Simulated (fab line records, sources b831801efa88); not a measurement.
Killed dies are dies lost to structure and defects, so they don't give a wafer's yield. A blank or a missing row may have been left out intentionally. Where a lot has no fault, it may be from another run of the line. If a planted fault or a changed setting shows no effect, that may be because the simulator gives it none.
Split-lot experiment | flow sfq-line | route with 325 steps; 5 lots, 14 wafers read

## THE SPLIT
At SFQ_TRILAYER_M0_LITHO_COAT_021 (resist thk 600 nm), the setting spin-rpm was moved away from the recipe's 3000 rpm on 6 of the 14 wafers read, by -5.4% to +4.2%. All remaining wafers had this setting at the recipe value.

The reading comes from the split's own step.

## THE READING
KrF_of_TRILAYER_M0_LITHO_COAT_021.thk-nm (the simulator's own value, which no gauge read), in nm, at SFQ_TRILAYER_M0_LITHO_COAT_021 (resist thk 600 nm). No usual value for it is given in the file. Here, 8 wafers ran the recipe; their average is 599.5 nm with a standard deviation of 1.9 nm.

wafer  | tool, chamber at the split | spin-rpm as run, rpm | against the recipe | KrF_of_TRILAYER_M0_LITHO_COAT_021.thk-nm, nm | against lot-mates on the recipe
L074.1 | litho-track-03, 0          | 3127                 | +4.2%              | 586.1                                        | -13.3
L074.2 | litho-track-03, 0          | 3000                 | recipe             | 599.4                                        | -
L074.5 | litho-track-03, 0          | 3127                 | +4.2%              | 587                                          | -12.4
L077.4 | litho-track-01, 0          | 3000                 | recipe             | 597.2                                        | -
L077.5 | litho-track-01, 0          | 3000                 | recipe             | 597.9                                        | -
L077.6 | litho-track-01, 0          | 3000                 | recipe             | 598.2                                        | -
L078.1 | litho-track-01, 0          | 2917                 | -2.8%              | 606.6                                        | no lot-mate on the recipe
L078.2 | litho-track-01, 0          | 2917                 | -2.8%              | 606.3                                        | no lot-mate on the recipe
L080.3 | litho-track-03, 0          | 3126                 | +4.2%              | 586.8                                        | -12.5
L080.5 | litho-track-03, 0          | 3000                 | recipe             | 599.1                                        | -
L080.6 | litho-track-03, 0          | 3000                 | recipe             | 599.4                                        | -
L084.1 | litho-track-01, 0          | 3000                 | recipe             | 602.9                                        | -
L084.2 | litho-track-01, 0          | 2838                 | -5.4%              | 617.9                                        | +15.3
L084.5 | litho-track-01, 0          | 3000                 | recipe             | 602.3                                        | -

FIT RESULTS
A straight line over all 14 wafers: KrF_of_TRILAYER_M0_LITHO_COAT_021.thk-nm changes by -3.07 nm for each +1% of spin-rpm; r = -0.98; the points scatter about the line by 1.8 nm.
The same after taking each lot's own level away (the mean of its wafers on the recipe; 12 wafers): -2.94 nm for each +1%; r = -1.00; scatter 0.41 nm.
On that fit, the largest move of spin-rpm shifts the reading by 16 nm.
Measured against the standard deviation above, the lots' own levels, which go from 597.77 to 602.60 nm, span 2.5 times it.
Hence the lot-to-lot level has little effect on the slope; both slopes agree.
Check: +16.3 nm against its lot-mates is what the line predicts for one of the wafers moved furthest among these (-5.4%) when that wafer is left out of the fit. It came out at +15.3 nm against them.

## THESE WAFERS: OTHER SPLITS
Before the reading, these wafers also passed through other splits. Each is held against what the fit with the lots' levels taken away leaves over:
other split on the same wafers              | wafers away from the commonest value | r with KrF_of_TRILAYER_M0_LITHO_COAT_021.thk-nm (lot level and that fit taken away)
SFQ_TRILAYER_L0_LITHO_COAT_005 spin-rpm     | 5                                    | +0.01
SFQ_TRILAYER_L0_LITHO_PEB_008 peb-temp-c    | 3                                    | +0.06
SFQ_TRILAYER_L0_VIA_LITHO_COAT_013 spin-rpm | 3                                    | +0.02
SFQ_TRILAYER_M0_DEP_SPUTTER_019 time-s      | 1                                    | -0.10

## THE WHOLE CHAIN: every reading that the file lists as answering this split, in the file's order
step                                | what it does                                                        | reading                                                                                   | change (the file's fit)                                                                             | r (the file's)
SFQ_TRILAYER_M0_LITHO_COAT_021      | resist thk 600 nm                                                   | KrF_of_TRILAYER_M0_LITHO_COAT_021.thk-nm (the simulator's own value, which no gauge read) | -2.92 nm for each +1% of the setting                                                                | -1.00
SFQ_TRILAYER_M0_ETCH_METAL_ETCH_024 | etches Nb in Cl2/Ar, stops on SiO2, target depth 240 nm, time 120 s | KrF_of_TRILAYER_M0_LITHO_COAT_021.thk-nm (the simulator's own value, which no gauge read) | -2.83 nm for each +1% of the setting, in a fit together with time-s@TRILAYER_M0_ETCH_METAL_ETCH_024 | 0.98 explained

## THE FILE'S OWN FIT
KrF_of_TRILAYER_M0_LITHO_COAT_021.thk-nm changes by -2.92 nm for each +1% of spin-rpm, r = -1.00.
